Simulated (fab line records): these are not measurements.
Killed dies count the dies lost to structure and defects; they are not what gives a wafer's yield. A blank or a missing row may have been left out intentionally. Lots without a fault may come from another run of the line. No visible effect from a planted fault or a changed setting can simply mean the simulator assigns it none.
fab line records -- flow sfq_line
record: lots: 5, wafers: 15, last_day: 91
route steps=325 shown M8@311
lots with no fault: from the same line, run without faults
start_h: hours from the record's first day to the start of the lot's first wafer shown -- wait_h: how many hours have passed since the lot's step before this one -- " same as the row above -- L1.1+2: one row covering several wafers at once -- - no value present, or no start provided -- * or withheld: withheld -- < > ~ a bound
route shown NAME@n: a module of which the file shows steps, and the number in the route of the first -- usual: mean/standard deviation taken from wafers without a fault -- same: alike in all rows -- chamber/n: place in a boat -- sites: each site's reading -- _std_site: their standard deviation -- _edge_site: inner sites' mean taken away from outer sites' mean -- radius_mm: how far each site lies from the wafer's centre -- mask NAME#n: copy n -- behind: the tool/chamber that last shaped the wafer -- hold: what put the lot on hold/how long, in hours/how the hold closed -- device: whichever transistor did not switch (one of n, p or np) -- end of line: the tests these same wafers got at the end of their route -- step lacking rows: just its recipe -- killed: dies lost to structure and defects at the first sort, not the wafer's yield -- map: the dies of a wafer, with x for killed, . for not killed, _ for no die there
set.NAME: the setting that was run; set.NAME@STEP: the one run at that earlier step -- model.NAME: the simulator's own value behind a step, which no gauge read
lots seen at some steps along the route; tables by step, rows by wafer
services: a tool's chamber out of use, with start hour (start_h, from the record's first day; less than 0 if before it), hours out, and reason
== steps ==
step: SFQ_TRILAYER_M8_LITHO_LOR_COAT_197
recipe: resist: lift-off, spin_rpm: 3000
lot.wafer,tool,chamber,start_h,wait_h
L076.1+2+3,litho_track-01,0,1989.24,0.0
L084.1+2+6,litho_track-03,0,2042.33,0.0
L092.1+2+3,litho_track-03,0,2091.28,0.0
L095.2+3+4,litho_track-04,0,2096.13,0.1
L097.1+3+6,litho_track-03,0,2099.51,0.0
step: SFQ_TRILAYER_M8_LITHO_LOR_BAKE_198
recipe: resist: lift-off, temp_c: withheld, time_s: withheld
lot.wafer,tool,chamber,start_h,wait_h
L076.1+2+3,litho_track-01,0,1989.54,0.2
L084.1+2+6,litho_track-03,0,2042.63,0.2
L092.1+2+3,litho_track-03,0,2091.58,0.2
L095.2+3+4,litho_track-04,0,2096.48,0.3
L097.1+3+6,litho_track-03,0,2099.81,0.2
step: SFQ_TRILAYER_M8_LITHO_COAT_193
recipe: resist: KrF, spin_rpm: 3000, resist_thk_nm: 600
lot.wafer,tool,chamber,start_h,wait_h
L076.1+2+3,litho_track-01,0,-,-
L084.1+2+6,litho_track-03,0,-,-
L092.1+2+3,litho_track-03,0,-,-
L095.2+3+4,litho_track-04,0,-,-
L097.1+3+6,litho_track-03,0,-,-
step: SFQ_TRILAYER_M8_LITHO_SOFTBAKE_199
recipe: temp_c: withheld, time_s: withheld, resist: KrF
lot.wafer,tool,chamber,start_h,wait_h
L076.1+2+3,litho_track-01,0,-,-
L084.1+2+6,litho_track-03,0,-,-
L092.1+2+3,litho_track-03,0,-,-
L095.2+3+4,litho_track-04,0,-,-
L097.1+3+6,litho_track-03,0,-,-
step: SFQ_TRILAYER_M8_LITHO_EXPOSE_194
recipe: mask_id: M8, na: 0.6, source_shape: conventional, sigma_outer: 0.65, target_cd_nm: 2000, dose_mj: 14.4
lot.wafer,tool,chamber,start_h,wait_h,mask
L076.1+2+3,krf_scanner-02,0,1991.72,-,M8#0
L084.1+2+6,krf_scanner-01,0,2130.77,-,M8#0
L092.1+2+3,krf_scanner-02,0,2173.51,-,M8#0
L095.2+3+4,krf_scanner-02,0,2178.51,-,M8#0
L097.1+3+6,krf_scanner-02,0,2180.71,-,M8#0
step: SFQ_TRILAYER_M8_LITHO_PEB_196
recipe: peb_temp_c: 115, peb_time_s: 60, resist: KrF
usual: heater_power_total_W: 79.16/0.062
same: peb_time_s: 60
lot.wafer,tool,chamber,start_h,wait_h,heater_power_total_W
L076.1,litho_track-03,0,1992.92,1.0,79.24
L076.2,litho_track-03,0,1992.92,1.0,79.15
L076.3,litho_track-03,0,1992.92,1.0,79.22
L084.1,litho_track-01,0,2131.97,1.0,79.14
L084.2,litho_track-01,0,2131.97,1.0,79.19
L084.6,litho_track-01,0,2131.97,1.0,79.24
L092.1,litho_track-03,0,2174.71,1.0,79.20
L092.2,litho_track-03,0,2174.71,1.0,79.16
L092.3,litho_track-03,0,2174.71,1.0,79.03
L095.2,litho_track-03,0,2179.53,0.8,79.26
L095.3,litho_track-03,0,2179.53,0.8,79.05
L095.4,litho_track-03,0,2179.53,0.8,79.04
L097.1,litho_track-01,0,2181.91,1.0,79.17
L097.3,litho_track-01,0,2181.91,1.0,79.06
L097.6,litho_track-01,0,2181.91,1.0,79.18
step: SFQ_TRILAYER_M8_LITHO_DEVELOP_195
recipe: img_clear_s: 15, time_s: 55, resist: KrF
lot.wafer,tool,chamber,start_h,wait_h
L076.1+2+3,litho_track-03,0,1993.07,0.1
L084.1+2+6,litho_track-01,0,2132.12,0.1
L092.1+2+3,litho_track-03,0,2174.86,0.1
L095.2+3+4,litho_track-03,0,2179.68,0.1
L097.1+3+6,litho_track-01,0,2182.06,0.1
step: SFQ_M8_OVL_MEAS_948
usual: M8_OVL: 2/4.2
lot.wafer,tool,chamber,start_h,wait_h,M8_OVL[nm]
L076.1,overlay-02,-,1993.21,0.1,-8
L076.2,overlay-02,-,1993.21,0.1,-2
L076.3,overlay-02,-,1993.21,0.1,-2
L084.1,overlay-02,-,2132.26,0.1,8
L084.2,overlay-02,-,2132.26,0.1,7
L084.6,overlay-02,-,2132.26,0.1,6
L092.1,overlay-02,-,2175.00,0.1,-1
L092.2,overlay-02,-,2175.00,0.1,-3
L092.3,overlay-02,-,2175.00,0.1,3
L095.2,overlay-02,-,2179.81,0.1,-2
L095.3,overlay-02,-,2179.81,0.1,1
L095.4,overlay-02,-,2179.81,0.1,-4
L097.1,overlay-02,-,2182.20,0.1,-2
L097.3,overlay-02,-,2182.20,0.1,5
L097.6,overlay-02,-,2182.20,0.1,7
step: SFQ_TRILAYER_M8_DEP_EVAP_197
recipe: material: Ti, angular_spread_deg: 1, target_thk_nm: 20, time_s: 100, power_w: 2000
lot.wafer,tool,chamber,start_h,wait_h
L076.1+2+3,pvd_sputter-02,-,1993.25,0.0
L084.1+2+6,pvd_sputter-02,-,2132.30,0.0
L092.1+2+3,pvd_sputter-02,-,2175.04,0.0
L095.2+3+4,pvd_sputter-01,-,2179.84,0.0
L097.1+3+6,pvd_sputter-01,-,2182.24,0.0
step: SFQ_TRILAYER_M8_DEP_EVAP_198
recipe: material: Pt, angular_spread_deg: 1, target_thk_nm: 50, time_s: 250, power_w: 2000
lot.wafer,tool,chamber,start_h,wait_h
L076.1+2+3,pvd_sputter-02,-,1993.32,0.0
L084.1+2+6,pvd_sputter-02,-,2132.37,0.0
L092.1+2+3,pvd_sputter-02,-,2175.11,0.0
L095.2+3+4,pvd_sputter-01,-,2179.91,0.0
L097.1+3+6,pvd_sputter-01,-,2182.31,0.0
step: SFQ_TRILAYER_M8_DEP_EVAP_196
recipe: material: Au, angular_spread_deg: 1, target_thk_nm: 180, time_s: 900, power_w: 2000
lot.wafer,tool,chamber,start_h,wait_h
L076.1+2+3,pvd_sputter-02,-,1993.48,0.1
L084.1+2+6,pvd_sputter-02,-,2132.53,0.1
L092.1+2+3,pvd_sputter-02,-,2175.27,0.1
L095.2+3+4,pvd_sputter-01,-,2180.07,0.1
L097.1+3+6,pvd_sputter-01,-,2182.47,0.1
step: SFQ_M8_RS_MEAS_949
recipe: thk_meas_gauge: four-point-probe, reads: Au_of_TRILAYER_M8_DEP_EVAP_196+Pt_of_TRILAYER_M8_DEP_EVAP_198+Ti_of_TRILAYER_M8_DEP_EVAP_197
usual: M8_AU_RS: 0.1535/0.0013
lot.wafer,tool,chamber,start_h,wait_h,M8_AU_RS[ohm/sq]
L076.1,film_metro-02,-,1993.99,0.3,0.1525
L076.2,film_metro-02,-,1993.99,0.3,0.1516
L076.3,film_metro-02,-,1993.99,0.3,0.1524
L084.1,film_metro-02,-,2133.04,0.3,0.1553
L084.2,film_metro-02,-,2133.04,0.3,0.1543
L084.6,film_metro-02,-,2133.04,0.3,0.1537
L092.1,film_metro-04,-,2175.78,0.3,0.1534
L092.2,film_metro-04,-,2175.78,0.3,0.1521
L092.3,film_metro-04,-,2175.78,0.3,0.1545
L095.2,film_metro-04,-,2180.60,0.3,0.1544
L095.3,film_metro-04,-,2180.60,0.3,0.1546
L095.4,film_metro-04,-,2180.60,0.3,0.1537
L097.1,film_metro-01,-,2182.98,0.3,0.1529
L097.3,film_metro-01,-,2182.98,0.3,0.1530
L097.6,film_metro-01,-,2182.98,0.3,0.1522
step: SFQ_M8_THK_MEAS_950
recipe: thk_meas_gauge: xrf, reads: Au_of_TRILAYER_M8_DEP_EVAP_196
usual: M8_AU_THK: 184.5/2
lot.wafer,tool,chamber,start_h,wait_h,M8_AU_THK[nm]
L076.1,film_metro-02,-,1994.11,0.1,185.5
L076.2,film_metro-02,-,1994.11,0.1,188.2
L076.3,film_metro-02,-,1994.11,0.1,186.8
L084.1,film_metro-02,-,2133.16,0.1,184.4
L084.2,film_metro-02,-,2133.16,0.1,184.5
L084.6,film_metro-02,-,2133.16,0.1,186.5
L092.1,film_metro-04,-,2175.90,0.1,182.5
L092.2,film_metro-04,-,2175.90,0.1,184.8
L092.3,film_metro-04,-,2175.90,0.1,181.8
L095.2,film_metro-04,-,2180.71,0.1,182.1
L095.3,film_metro-04,-,2180.71,0.1,181.2
L095.4,film_metro-04,-,2180.71,0.1,183.9
L097.1,film_metro-01,-,2183.10,0.1,185.0
L097.3,film_metro-01,-,2183.10,0.1,185.1
L097.6,film_metro-01,-,2183.10,0.1,185.9
step: SFQ_TRILAYER_M8_LIFTOFF_LIFTOFF_197
recipe: temp_c: 80, time_s: 600, chemistry: NMP
lot.wafer,tool,chamber,start_h,wait_h
L076.1+2+3,wet_bench-01,"7,4,1",1994.17,0.1
L084.1+2+6,wet_bench-01,"3,5,4",2133.22,0.1
L092.1+2+3,wet_bench-03,"2,5,4",2175.96,0.1
L095.2+3+4,wet_bench-03,"1,3,2",2180.76,0.0
L097.1+3+6,wet_bench-03,"6,1,0",2183.16,0.1
step: SFQ_M8_BOW_MEAS_951
recipe: mode: bow
usual: M8_BOW: 9/9.5
lot.wafer,tool,chamber,start_h,wait_h,M8_BOW[um]
L076.1,film_metro-04,-,1994.35,0.0,22
L076.2,film_metro-04,-,1994.35,0.0,26
L076.3,film_metro-04,-,1994.35,0.0,20
L084.1,film_metro-04,-,2133.40,0.0,21
L084.2,film_metro-04,-,2133.40,0.0,4
L084.6,film_metro-04,-,2133.40,0.0,15
L092.1,film_metro-01,-,2176.14,0.0,4
L092.2,film_metro-01,-,2176.14,0.0,9
L092.3,film_metro-01,-,2176.14,0.0,18
L095.2,film_metro-02,-,2180.96,0.0,4
L095.3,film_metro-02,-,2180.96,0.0,2
L095.4,film_metro-02,-,2180.96,0.0,12
L097.1,film_metro-02,-,2183.34,0.0,-4
L097.3,film_metro-02,-,2183.34,0.0,4
L097.6,film_metro-02,-,2183.34,0.0,-11
== services ==
tool,chamber,start_h,hours,kind
pvd_sputter-02,-,1971.71,9.3,repair
krf_scanner-01,-,2014.96,4.0,pm
krf_scanner-01,-,2018.98,0.8,pm
krf_scanner-01,-,2021.83,1.0,pm
krf_scanner-01,-,2048.88,3.6,pm
krf_scanner-01,-,2052.45,0.8,repair
krf_scanner-02,-,2054.26,7.2,pm
pvd_sputter-02,-,2055.81,5.9,repair
krf_scanner-02,-,2062.15,1.3,pm
krf_scanner-01,-,2063.71,1.3,pm
pvd_sputter-01,-,2067.94,2.3,repair
krf_scanner-02,-,2100.65,0.8,pm
pvd_sputter-02,-,2106.40,2.7,repair
pvd_sputter-02,3,2126.88,-,consumable_replace:kit
pvd_sputter-02,3,2126.88,18.0,scheduled_down
pvd_sputter-02,3,2126.88,18.0,vent_cycle
krf_scanner-02,-,2128.99,1.0,pm
krf_scanner-01,-,2166.01,0.3,repair
krf_scanner-02,-,2166.81,0.2,repair
== key ==
fault none
